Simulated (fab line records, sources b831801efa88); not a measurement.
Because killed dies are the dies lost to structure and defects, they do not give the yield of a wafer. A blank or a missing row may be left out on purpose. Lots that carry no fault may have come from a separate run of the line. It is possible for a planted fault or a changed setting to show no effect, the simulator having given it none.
A struck lot beside a sound one + flow sky130 + 15 steps out of a route of 708
Sound: wafers L908.2, L908.3, L908.5. The struck wafers were L919.2, L919.3, L919.5. At the end, the cause is stated.
Order at every step that has rows: each side's tool, ch and its chambers, its first start. Under that, the readings that differ: sound wafers + struck wafers + difference of the means + sigmas: that difference in standard deviations of wafers without a fault.
alike: readings with means less than 2 such deviations apart, plus words and numbers identical on both sides. not compared: withheld readings, readings lacking a value on some wafer, bounds such as >300 that could conceal the same value, and numbers that have no deviation in the record and whose values overlap.
Wherever a step has rows on one side only, a row that says differs or no value, or a row with sigmas, the two part there. Non-overlapping numbers with no deviation appear without sigmas and do not part them. A reading missing from all wafers of one side parts the sides only when that side holds two or more wafers.

SKY_LDD_HVP_TW_MEAS_10:
  sound on film-metro-04, day 22 01:32; struck on film-metro-04, day 26 05:15
  alike: LDD_HVP_TW
then, 7 steps without rows for these wafers: SKY_LDD_LDN_DEHYDRATE_00 (time 60 s); SKY_LDD_LDN_HMDS_01 (prime time 60 s); SKY_LDD_LDN_COAT_02 (resist thk 1140 nm); SKY_LDD_LDN_SOFTBAKE_03 (time 60 s); SKY_LDD_LDN_EXPOSE_04 (exposes mask LDNTM, target cd 700 nm); SKY_LDD_LDN_PEB_05; SKY_LDD_LDN_DEVELOP_06 (develop time 60 s).
SKY_LDD_LDN_OVL_MEAS_07:
  sound on overlay-02, day 23 08:55; struck on overlay-01, day 27 11:28
  alike: LDD_LDN_OVL
then, 3 steps without rows for these wafers: SKY_LDD_LDN_IMPLANT_08; SKY_LDD_LDN_IMPLANT_09; SKY_LDD_LDN_IMPLANT_10.
SKY_LDD_LDN_IMPLANT_11:
  sound on implanter-02 ch 0, day 23 09:25; struck on implanter-03 ch 0, day 27 11:58
| reading                   | sound                | struck               | difference | sigmas      |
|---------------------------|----------------------|----------------------|------------|-------------|
| beam-energy-keV           | 14.997 14.994 14.996 | 16.452 16.454 16.456 | +1.458     | +99 or more |
| model.implant.rp-nm (nm)  | 12.91 12.91 12.91    | 13.84 13.84 13.84    | +0.93      |             |
| model.implant.drp-nm (nm) | 5.933 5.933 5.933    | 6.313 6.313 6.313    | +0.380     |             |
  alike: beam-on-s, faraday-current-uA
SKY_LDD_LDN_STRIP_12: strips in O2/N2.
  sound on plasma-asher-04 ch 1, day 23 09:32; struck on plasma-asher-02 ch 0,1, day 27 12:05
  alike: chamber-pressure-mTorr, drypump-motor-current-A, oes-product-au, strip-time-to-endpoint-s
  not compared: rf-hours-counter-h
-- record jumps: 22 days separate the struck wafers' starts on either side; left off in module LDD_LDN, taken up again in module PAD_OPEN, whose first shown step is the route's number 708 --
SKY_PAD_OPEN_PROBE_99:
  record: rows for the struck wafers here (prober-01, day 49 05:34), none for the sound ones

## WHERE THEY PART
First at SKY_LDD_LDN_IMPLANT_11; last, within this record, at SKY_PAD_OPEN_PROBE_99.

WHY: the cause the simulator had injected
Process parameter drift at SKY_LDD_LDN_IMPLANT_11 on implanter-03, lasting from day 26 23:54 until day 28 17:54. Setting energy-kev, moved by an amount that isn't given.
